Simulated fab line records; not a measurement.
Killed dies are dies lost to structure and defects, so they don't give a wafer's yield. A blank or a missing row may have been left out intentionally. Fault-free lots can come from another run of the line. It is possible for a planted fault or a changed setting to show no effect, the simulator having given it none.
Check for tools in common + flow sky130 + Sampled: 10 lots, 30 wafers

## THE REASON FOR OPENING IT
SKY_CAPM_RS_MEAS_03, reading CAPM_TIN_RS: flagged on 3 of 10 lots. Fault-free wafers read 6.94 ohm/sq, with a standard deviation of 0.085.
Rule: a lot is flagged in two cases, either no wafer of it has a number, or all its wafers with numbers fall more than 4 standard deviations from that mean. As for the other lots, they are considered sound.

| lot  | measured     | on            | CAPM_TIN_RS (ohm/sq), wafer by wafer | flag    |
|------|--------------|---------------|--------------------------------------|---------|
| L487 | day 35 23:09 | film_metro-02 | 6.95 7.00 7.03                       |         |
| L491 | day 37 23:00 | film_metro-02 | 6.93 6.91 6.98                       |         |
| L492 | day 38 07:43 | film_metro-03 | 6.97 6.97 6.97                       |         |
| L494 | day 38 12:54 | film_metro-02 | 6.84 6.99 6.96                       |         |
| L498 | day 39 22:23 | film_metro-02 | 6.97 7.07 7.08                       |         |
| L499 | day 40 00:15 | film_metro-01 | 7.67 7.62 7.57                       | FLAGGED |
| L501 | day 40 11:07 | film_metro-01 | 7.78 7.74 7.68                       | FLAGGED |
| L502 | day 40 19:20 | film_metro-03 | 7.70 7.81 7.74                       | FLAGGED |
| L510 | day 43 03:13 | film_metro-02 | 7.10 7.00 7.08                       |         |
| L509 | day 43 03:59 | film_metro-01 | 7.05 7.08 6.96                       |         |
Average over the flagged lots: 7.70 ohm/sq; offset from the usual +0.76 ohm/sq, equal to +9 standard deviations.

## WHICH TOOL RAN EACH LOT
The record holds 1 process step before the reading, out of a route of 708 steps. Read each cell as the tool, then ch plus the chambers that the sampled wafers visited, then the start.
| lot  | flag    | SKY_CAPM_SPUTTER_02          |
|------|---------|------------------------------|
| L487 |         | pvd_sputter-01, day 35 23:01 |
| L491 |         | pvd_sputter-01, day 37 22:53 |
| L492 |         | pvd_sputter-01, day 38 07:37 |
| L494 |         | pvd_sputter-04, day 38 12:46 |
| L498 |         | pvd_sputter-02, day 39 22:16 |
| L499 | FLAGGED | pvd_sputter-01, day 40 00:08 |
| L501 | FLAGGED | pvd_sputter-01, day 40 11:01 |
| L502 | FLAGGED | pvd_sputter-01, day 40 19:12 |
| L510 |         | pvd_sputter-04, day 43 03:06 |
| L509 |         | pvd_sputter-04, day 43 03:51 |
These steps, and what they do:
- SKY_CAPM_SPUTTER_02: material TiN, target thk 200 nm, time 166.7 s.
- SKY_CAPM_RS_MEAS_03: measures by four-point-probe.

## FLAGGED AGAINST TOTAL, ONE TOOL AT A TIME (gauges that did the reading follow at the end)
| step                | tool           | lots run | flagged | share of the flagged lots | sound lots run after its first flagged lot |
|---------------------|----------------|----------|---------|---------------------------|--------------------------------------------|
| SKY_CAPM_SPUTTER_02 | pvd_sputter-01 | 6        | 3       | all                       | 0                                          |
| SKY_CAPM_SPUTTER_02 | pvd_sputter-02 | 1        | 0       | none                      | -                                          |
| SKY_CAPM_SPUTTER_02 | pvd_sputter-04 | 3        | 0       | none                      | -                                          |
| SKY_CAPM_RS_MEAS_03 | film_metro-01  | 3        | 2       | some                      | 1 (L509)                                   |
| SKY_CAPM_RS_MEAS_03 | film_metro-02  | 5        | 0       | none                      | -                                          |
| SKY_CAPM_RS_MEAS_03 | film_metro-03  | 2        | 1       | some                      | 0                                          |

## WHAT THE TABLE PERMITS
Rows of the table that ran each flagged lot: 1, that is pvd_sputter-01 at SKY_CAPM_SPUTTER_02.
- pvd_sputter-01 at SKY_CAPM_SPUTTER_02: 3 of its 6 lots flagged. Last sound lot L492 at day 38 07:37, first flagged lot L499 at day 40 00:08; a fault beginning in between fits. Its own readings (cathode_dc_power_W) fall more than 4 standard deviations out on all wafers of the flagged lots.
Just one tool remains: pvd_sputter-01 at SKY_CAPM_SPUTTER_02.

## WHAT HAD BEEN PUT IN BY THE SIMULATOR
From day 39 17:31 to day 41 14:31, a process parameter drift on pvd_sputter-01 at SKY_CAPM_SPUTTER_02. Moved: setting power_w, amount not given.
Lots struck among those shown: L499, L501, L502. This agrees with what the rule above found.
